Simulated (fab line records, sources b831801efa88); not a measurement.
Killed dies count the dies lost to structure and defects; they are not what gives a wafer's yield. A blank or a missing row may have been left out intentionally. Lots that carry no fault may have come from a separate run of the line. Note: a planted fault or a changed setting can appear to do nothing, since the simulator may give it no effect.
fab line records	flow sfq-line
[record] lots = 14	wafers = 42	last-day = 91
route steps=325 shown I2@113 I3@133 M4@155 JJ@196 I5@235
lots untouched by any fault: they come from a run of this same line in which no faults occurred
start-h: start of the lot's first displayed wafer, in hours after the record's first day	wait-h: hours elapsed since this lot's preceding step	" unchanged from the row above	L1.1+2: one row covering several wafers at once	- either no value or no given start	* or withheld: withheld	< > ~ a bound
route shown NAME@n: NAME is a module with steps in the file, n the number in the route of the first one	usual: mean/standard deviation of fault-free wafers	same: alike in all rows	chamber/n: place in a boat	sites: each site's reading	_std_site: standard deviation of those values	_edge_site: mean of outer sites minus mean of inner sites	radius-mm: how far each site lies from the wafer's centre	mask NAME#n: copy n	behind: the tool/chamber that last shaped the wafer	hold: why the lot went on hold/how many hours it stayed there/how the hold came to an end	device: the n, p or np transistor that did not switch	end of line: the route-end tests of the same wafers	a step with no rows: only its recipe	killed: count of dies lost to structure and defects at first sort (not the wafer's yield)	map: the dies of a wafer, with x for killed, . for not killed, _ for no die there
set.NAME: setting as actually run; set.NAME@STEP: the setting as run at that earlier step	model.NAME: the simulator's own value behind a step, which no gauge read
route steps across a sampled set of lots; one table per step, one row per wafer
services: the hour from which a tool's chamber was out of use, counted from the record's first day as start-h (under 0 if before that day), plus the number of hours and why
[[steps]]
[step SFQ_I2_OVL_MEAS_918]
[usual] I2_OVL = 1/5.4
lot.wafer	tool	chamber	start-h	wait-h	I2_OVL[nm]
L159.3	overlay-01	-	733.69	0.1	8
L159.4	"	-	"	"	5
L159.6	"	-	"	"	6
L161.1	overlay-01	-	744.47	0.1	0
L161.3	"	-	"	"	-3
L161.4	"	-	"	"	3
L162.2	overlay-01	-	750.48	0.1	10
L162.5	"	-	"	"	-2
L162.6	"	-	"	"	6
L165.2	overlay-01	-	760.08	0.1	4
L165.4	"	-	"	"	6
L165.5	"	-	"	"	5
L166.4	overlay-01	-	766.97	0.1	4
L166.5	"	-	"	"	7
L166.6	"	-	"	"	8
L167.3	overlay-01	-	800.57	0.1	3
L167.4	"	-	"	"	4
L167.6	"	-	"	"	5
L168.2	overlay-01	-	840.16	0.1	-8
L168.3	"	-	"	"	-5
L168.6	"	-	"	"	-9
L169.1	overlay-01	-	845.95	0.1	-2
L169.4	"	-	"	"	-3
L169.5	"	-	"	"	-1
L170.2	overlay-01	-	870.21	0.1	-14
L170.5	"	-	"	"	-6
L170.6	"	-	"	"	-2
L177.2	overlay-01	-	1086.89	0.1	5
L177.4	"	-	"	"	6
L177.5	"	-	"	"	-1
L178.1	overlay-01	-	1090.49	0.1	-6
L178.4	"	-	"	"	-9
L178.5	"	-	"	"	-2
L179.1	overlay-01	-	1096.49	0.1	2
L179.5	"	-	"	"	-1
L179.6	"	-	"	"	-1
L181.1	overlay-01	-	1107.41	0.1	10
L181.2	"	-	"	"	2
L181.3	"	-	"	"	11
L182.1	overlay-01	-	1111.01	0.1	1
L182.3	"	-	"	"	1
L182.5	"	-	"	"	-6
[step SFQ_TRILAYER_I3_DEP_PECVD_081]
[recipe] material = SiO2	temp-c = 150	time-s = 111.11	pressure-torr = 2.4	rf-w = 183.3	precursor = SiH4/N2O	target-thk-nm = 500
[usual] chamber-pressure-Torr = 2.399/0.0054	heater-power-outer-w = 25/8.6	heater-power-w = 76/14	throttle-valve-pct = 24.9/0.75
lot.wafer	tool	chamber	start-h	wait-h	chamber-pressure-Torr	heater-power-outer-w	heater-power-w	throttle-valve-pct
L159.3	pecvd-04	2	890.16	0.0	2.395	32	85	25.2
L159.4	"	0	"	"	2.392	18	58	25.0
L159.6	"	2	"	"	2.395	34	89	25.3
L161.1	pecvd-01	0	903.36	0.0	2.406	32	99	23.7
L161.3	"	2	"	"	2.394	31	83	25.0
L161.4	"	0	"	"	2.405	35	104	23.9
L162.2	pecvd-02	1	910.56	0.0	2.408	15	60	23.5
L162.5	"	1	"	"	2.406	5	47	23.4
L162.6	"	0	"	"	2.401	10	63	24.2
L165.2	pecvd-04	0	918.96	0.0	2.404	23	65	24.9
L165.4	"	2	"	"	2.398	40	96	25.1
L165.5	"	0	"	"	2.408	13	53	25.0
L166.4	pecvd-01	2	925.03	0.0	2.399	21	65	25.5
L166.5	"	1	"	"	2.407	23	69	25.9
L166.6	"	2	"	"	2.398	24	71	25.1
L167.3	pecvd-02	1	956.32	0.0	2.401	15	59	23.7
L167.4	"	0	"	"	2.398	14	69	24.4
L167.6	"	1	"	"	2.397	5	47	23.7
L168.2	pecvd-02	0	990.96	0.0	-	-	-	-
L168.3	"	1	"	"	-	-	-	-
L168.6	"	1	"	"	-	-	-	-
L169.1	pecvd-04	2	994.54	0.0	-	-	-	-
L169.4	"	2	"	"	-	-	-	-
L169.5	"	0	"	"	-	-	-	-
L170.2	pecvd-04	2	1014.57	0.0	2.398	36	91	25.1
L170.5	"	2	"	"	2.404	38	94	25.1
L170.6	"	1	"	"	2.403	23	72	25.4
L177.2	pecvd-04	1	1091.40	0.0	2.402	25	77	25.4
L177.4	"	2	"	"	2.388	34	88	25.1
L177.5	"	2	"	"	2.388	36	89	25.0
L178.1	pecvd-02	2	1095.00	0.0	2.402	23	72	24.5
L178.4	"	2	"	"	2.407	27	75	24.6
L178.5	"	1	"	"	2.403	14	58	24.0
L179.1	pecvd-04	1	1101.01	0.0	2.398	18	68	25.3
L179.5	"	0	"	"	2.402	17	57	25.0
L179.6	"	2	"	"	2.402	40	97	25.1
L181.1	pecvd-01	0	1240.63	0.0	2.400	39	107	24.7
L181.2	"	2	"	"	2.394	30	80	25.9
L181.3	"	1	"	"	2.408	29	78	26.4
L182.1	pecvd-02	2	1244.23	0.0	2.396	26	76	25.1
L182.3	"	0	"	"	2.401	17	73	25.0
L182.5	"	1	"	"	2.404	13	56	24.4
[step SFQ_TRILAYER_I3_VIA_ETCH_VIA_ETCH_088]
[recipe] target = SiO2	stop-on = Nb	mask-material = PR	taper-deg = 20	chemistry = CHF3	target-depth-nm = 260	source-w = 500	bias-w = 80	pressure-mtorr = 30	time-s = withheld
[usual] drypump-motor-current-A = 5.6/0.43	oes-product-au = 0.856/0.005
lot.wafer	tool	chamber	start-h	wait-h	drypump-motor-current-A	oes-product-au
L159.3	rie-diel-04	0	1042.09	0.0	5.0	0.857
L159.4	"	3	"	"	5.7	0.854
L159.6	"	2	"	"	5.0	0.850
L161.1	rie-diel-04	2	1058.89	0.0	5.0	0.857
L161.3	"	1	"	"	6.0	0.859
L161.4	"	3	"	"	5.7	0.860
L162.2	rie-diel-01	0	1065.36	0.0	5.4	0.859
L162.5	"	3	"	"	5.9	0.859
L162.6	"	0	"	"	5.4	0.853
L165.2	rie-diel-02	0	1074.96	0.0	5.1	0.852
L165.4	"	1	"	"	6.0	0.858
L165.5	"	1	"	"	6.0	0.854
L166.4	rie-diel-01	3	1083.36	0.0	5.9	0.855
L166.5	"	1	"	"	5.8	0.856
L166.6	"	0	"	"	5.5	0.850
L167.3	rie-diel-01	0	1114.69	0.0	5.5	0.864
L167.4	"	3	"	"	5.9	0.854
L167.6	"	2	"	"	6.3	0.857
L168.2	rie-diel-04	2	1136.29	0.0	5.0	0.372
L168.3	"	0	"	"	5.0	0.381
L168.6	"	3	"	"	5.7	0.371
L169.1	rie-diel-02	1	1141.09	0.0	6.1	0.373
L169.4	"	0	"	"	5.1	0.376
L169.5	"	2	"	"	6.1	0.370
L170.2	rie-diel-01	2	1155.49	0.0	6.3	0.859
L170.5	"	0	"	"	5.4	0.854
L170.6	"	2	"	"	6.2	0.858
L177.2	rie-diel-01	3	1227.71	0.0	5.9	0.866
L177.4	"	2	"	"	6.2	0.855
L177.5	"	3	"	"	5.9	0.864
L178.1	rie-diel-02	0	1230.08	0.0	5.1	0.861
L178.4	"	2	"	"	6.1	0.855
L178.5	"	0	"	"	5.0	0.856
L179.1	rie-diel-01	2	1231.28	0.0	6.2	0.860
L179.5	"	1	"	"	5.8	0.861
L179.6	"	2	"	"	6.2	0.857
L181.1	rie-diel-01	3	1254.08	0.0	5.9	0.852
L181.2	"	2	"	"	6.3	0.859
L181.3	"	0	"	"	5.4	0.862
L182.1	rie-diel-04	2	1255.82	0.0	5.0	0.858
L182.3	"	0	"	"	5.0	0.855
L182.5	"	1	"	"	6.0	0.854
[step SFQ_TRILAYER_M4_LITHO_EXPOSE_094]
[recipe] mask-id = M4	na = 0.6	source-shape = conventional	sigma-outer = 0.65	target-cd-nm = 500	dose-mj = 14.4
[usual] exposure-dose-mJ-cm2 = 14.401/0.013	focus-offset-nm = -0.1/0.47	sigma-outer = 0.65/0
lot.wafer	tool	chamber	start-h	wait-h	mask	exposure-dose-mJ-cm2	focus-offset-nm	sigma-outer
L159.3	krf-scanner-02	0	1047.10	-	M4#0	14.382	0.1	0.65
L159.4	"	0	"	"	M4#0	14.418	0.5	0.65
L159.6	"	0	"	"	M4#0	14.425	-0.6	0.65
L161.1	krf-scanner-01	0	1186.56	-	M4#0	14.386	-0.5	0.65
L161.3	"	0	"	"	M4#0	14.404	0.0	0.65
L161.4	"	0	"	"	M4#0	14.395	-1.0	0.65
L162.2	krf-scanner-02	0	1197.41	-	M4#0	14.391	0.0	0.65
L162.5	"	0	"	"	M4#0	14.398	-0.2	0.65
L162.6	"	0	"	"	M4#0	14.391	-0.4	0.65
L165.2	krf-scanner-02	0	1208.21	-	M4#0	14.400	0.2	0.65
L165.4	"	0	"	"	M4#0	14.393	-0.2	0.65
L165.5	"	0	"	"	M4#0	14.393	-0.1	0.65
L166.4	krf-scanner-01	0	1217.13	-	M4#0	14.405	0.1	0.65
L166.5	"	0	"	"	M4#0	14.425	0.1	0.65
L166.6	"	0	"	"	M4#0	14.426	0.0	0.65
L167.3	krf-scanner-02	0	1247.71	-	M4#0	14.396	0.1	0.65
L167.4	"	0	"	"	M4#0	14.425	0.1	0.65
L167.6	"	0	"	"	M4#0	14.395	0.4	0.65
L168.2	krf-scanner-01	-	1274.03	-	M4#0	-	-	-
L168.3	"	-	"	"	M4#0	-	-	-
L168.6	"	-	"	"	M4#0	-	-	-
L169.1	krf-scanner-01	-	1276.23	-	M4#0	-	-	-
L169.4	"	-	"	"	M4#0	-	-	-
L169.5	"	-	"	"	M4#0	-	-	-
L170.2	krf-scanner-02	0	1292.13	-	M4#0	14.394	-0.5	0.65
L170.5	"	0	"	"	M4#0	14.402	-0.4	0.65
L170.6	"	0	"	"	M4#0	14.382	-0.2	0.65
L177.2	krf-scanner-01	0	1355.86	-	M4#0	14.392	0.2	0.65
L177.4	"	0	"	"	M4#0	14.389	0.2	0.65
L177.5	"	0	"	"	M4#0	14.401	0.3	0.65
L178.1	krf-scanner-01	0	1358.06	-	M4#0	14.403	-0.6	0.65
L178.4	"	0	"	"	M4#0	14.400	-0.2	0.65
L178.5	"	0	"	"	M4#0	14.394	-0.7	0.65
L179.1	krf-scanner-01	0	1360.46	-	M4#0	14.393	0.5	0.65
L179.5	"	0	"	"	M4#0	14.411	0.2	0.65
L179.6	"	0	"	"	M4#0	14.421	-0.2	0.65
L181.1	krf-scanner-02	0	1385.00	-	M4#0	14.408	-0.7	0.65
L181.2	"	0	"	"	M4#0	14.394	-0.9	0.65
L181.3	"	0	"	"	M4#0	14.403	-0.6	0.65
L182.1	krf-scanner-02	0	1386.20	-	M4#0	14.413	0.0	0.65
L182.3	"	0	"	"	M4#0	14.395	0.7	0.65
L182.5	"	0	"	"	M4#0	14.408	0.3	0.65
[step SFQ_TRILAYER_JJ_CE_STRIP_STRIP_120]
[recipe] gas = O2	power-w = 202.3	platen-temp-c = 40	overash-fraction = 0.65	chemistry = O2	pressure-mtorr = 50
[usual] drypump-motor-current-A = 5.9/0.4	oes-product-au = 1.001/0.0089
lot.wafer	tool	chamber	start-h	wait-h	drypump-motor-current-A	oes-product-au	rf-hours-counter-h
L159.3	rie-metal-03	0	1195.00	0.2	6.1	1.009	-
L159.4	"	1	"	"	6.0	0.994	-
L159.6	"	1	"	"	6.0	0.997	-
L161.1	rie-metal-04	0	1206.75	0.0	5.1	0.996	70
L161.3	"	1	"	"	5.9	1.005	-
L161.4	"	0	"	"	5.1	0.998	-
L162.2	rie-metal-04	1	1213.45	0.0	5.8	1.006	132
L162.5	"	1	"	"	5.8	1.005	-
L162.6	"	0	"	"	5.1	0.985	-
L165.2	rie-metal-02	1	1229.74	0.0	5.4	0.998	110
L165.4	"	0	"	"	6.3	0.998	-
L165.5	"	1	"	"	5.4	0.996	-
L166.4	rie-metal-04	0	1242.18	0.6	5.1	0.995	-
L166.5	"	0	"	"	5.1	0.993	-
L166.6	"	0	"	"	5.1	0.982	-
L167.3	rie-metal-02	1	1265.72	0.2	5.5	0.996	-
L167.4	"	0	"	"	6.3	0.989	-
L167.6	"	0	"	"	6.3	0.993	-
L168.2	rie-metal-02	1	1292.37	0.0	5.4	1.008	118
L168.3	"	1	"	"	5.4	0.995	-
L168.6	"	0	"	"	6.3	0.989	-
L169.1	rie-metal-02	0	1293.57	0.0	6.3	0.990	114
L169.4	"	0	"	"	6.3	1.007	-
L169.5	"	1	"	"	5.4	0.993	-
L170.2	rie-metal-03	1	1307.73	0.0	6.0	1.006	12
L170.5	"	1	"	"	6.0	0.999	-
L170.6	"	0	"	"	6.1	1.011	-
L177.2	rie-metal-02	0	1374.21	0.0	6.3	0.995	124
L177.4	"	0	"	"	6.3	0.983	-
L177.5	"	0	"	"	6.3	0.995	-
L178.1	rie-metal-03	0	1376.61	0.0	6.1	1.018	80
L178.4	"	0	"	"	6.1	1.014	-
L178.5	"	0	"	"	6.1	1.013	-
L179.1	rie-metal-03	1	1380.38	0.0	6.0	1.012	23
L179.5	"	0	"	"	6.1	1.017	-
L179.6	"	1	"	"	6.0	1.012	-
L181.1	rie-metal-02	0	1528.44	0.0	6.3	1.005	8
L181.2	"	1	"	"	5.4	1.001	13
L181.3	"	0	"	"	6.3	0.991	-
L182.1	rie-metal-02	1	1529.59	0.0	5.4	1.008	13
L182.3	"	1	"	"	5.4	1.005	-
L182.5	"	1	"	"	5.5	0.993	-
[step SFQ_I5_OVL_MEAS_936]
[usual] I5_OVL = -1/4.4
lot.wafer	tool	chamber	start-h	wait-h	I5_OVL[nm]
L159.3	overlay-02	-	1465.10	0.1	0
L159.4	"	-	"	"	-2
L159.6	"	-	"	"	-5
L161.1	overlay-02	-	1473.48	0.1	-4
L161.3	"	-	"	"	4
L161.4	"	-	"	"	1
L162.2	overlay-02	-	1484.29	0.1	-2
L162.5	"	-	"	"	1
L162.6	"	-	"	"	4
L165.2	overlay-01	-	1504.94	0.1	6
L165.4	"	-	"	"	4
L165.5	"	-	"	"	4
L166.4	overlay-02	-	1517.10	0.1	5
L166.5	"	-	"	"	0
L166.6	"	-	"	"	-2
L167.3	overlay-02	-	1533.80	0.1	6
L167.4	"	-	"	"	10
L167.6	"	-	"	"	4
L168.2	overlay-01	-	1545.79	0.1	-
L168.3	"	-	"	"	-
L168.6	"	-	"	"	-
L169.1	overlay-01	-	1549.38	0.1	-
L169.4	"	-	"	"	-
L169.5	"	-	"	"	-
L170.2	overlay-02	-	1558.99	0.1	-9
L170.5	"	-	"	"	-4
L170.6	"	-	"	"	-7
L177.2	overlay-02	-	1627.73	0.1	-2
L177.4	"	-	"	"	0
L177.5	"	-	"	"	-1
L178.1	overlay-01	-	1631.33	0.1	-2
L178.4	"	-	"	"	0
L178.5	"	-	"	"	4
L179.1	overlay-01	-	1638.53	0.1	-2
L179.5	"	-	"	"	-4
L179.6	"	-	"	"	-7
L181.1	overlay-02	-	1660.13	0.1	-3
L181.2	"	-	"	"	-6
L181.3	"	-	"	"	-8
L182.1	overlay-02	-	1663.73	0.1	1
L182.3	"	-	"	"	3
L182.5	"	-	"	"	1
[[services]]
tool	chamber	start-h	hours	kind
krf-scanner-02	-	867.54	1.1	repair
rie-diel-01	2	893.54	3.5	repair
krf-scanner-02	-	904.37	6.3	repair
krf-scanner-01	-	932.06	0.8	pm
krf-scanner-02	-	933.25	0.8	pm
krf-scanner-01	-	944.12	4.4	pm
krf-scanner-01	-	981.73	1.3	pm
rie-metal-02	-	998.24	1.0	repair
krf-scanner-02	-	999.25	0.8	pm
krf-scanner-02	-	1013.20	1.0	pm
krf-scanner-01	-	1024.49	1.0	pm
krf-scanner-02	-	1035.80	1.3	pm
krf-scanner-01	-	1059.71	4.0	pm
krf-scanner-01	-	1063.63	2.8	repair
krf-scanner-01	-	1099.88	0.8	pm
krf-scanner-02	-	1100.99	0.8	pm
krf-scanner-02	-	1118.43	0.6	repair
krf-scanner-02	-	1150.08	0.4	repair
krf-scanner-01	-	1158.71	1.3	pm
krf-scanner-02	-	1181.64	1.0	pm
rie-metal-02	-	1189.74	2.8	pm
krf-scanner-01	-	1193.76	1.0	pm
krf-scanner-02	-	1212.81	1.3	pm
rie-metal-02	-	1219.29	0.8	repair
[[key]]
[first-sign] step = SFQ_TRILAYER_I3_DEP_PECVD_081	reading = tool-record	direction = missing
[effect] step = SFQ_TRILAYER_I3_VIA_ETCH_VIA_ETCH_088	reading = oes-product-au	direction = down	sigmas = 96	usual = 0.856	struck = 0.374
[effect] step = SFQ_TRILAYER_M4_LITHO_EXPOSE_094	reading = tool-record	direction = missing
met-at SFQ_TRILAYER_I3_DEP_PECVD_081
struck-lots L168,L169
not-acting-at SFQ_I2_OVL_MEAS_918,SFQ_TRILAYER_JJ_CE_STRIP_STRIP_120,SFQ_I5_OVL_MEAS_936
onset-between 956.32 990.96
[fault] kind = skipped-step-whole	tool = pecvd-02,pecvd-04	chamber = -	onset-h = 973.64	steps = SFQ_TRILAYER_I3_DEP_PECVD_081	scope = struck-lots-only
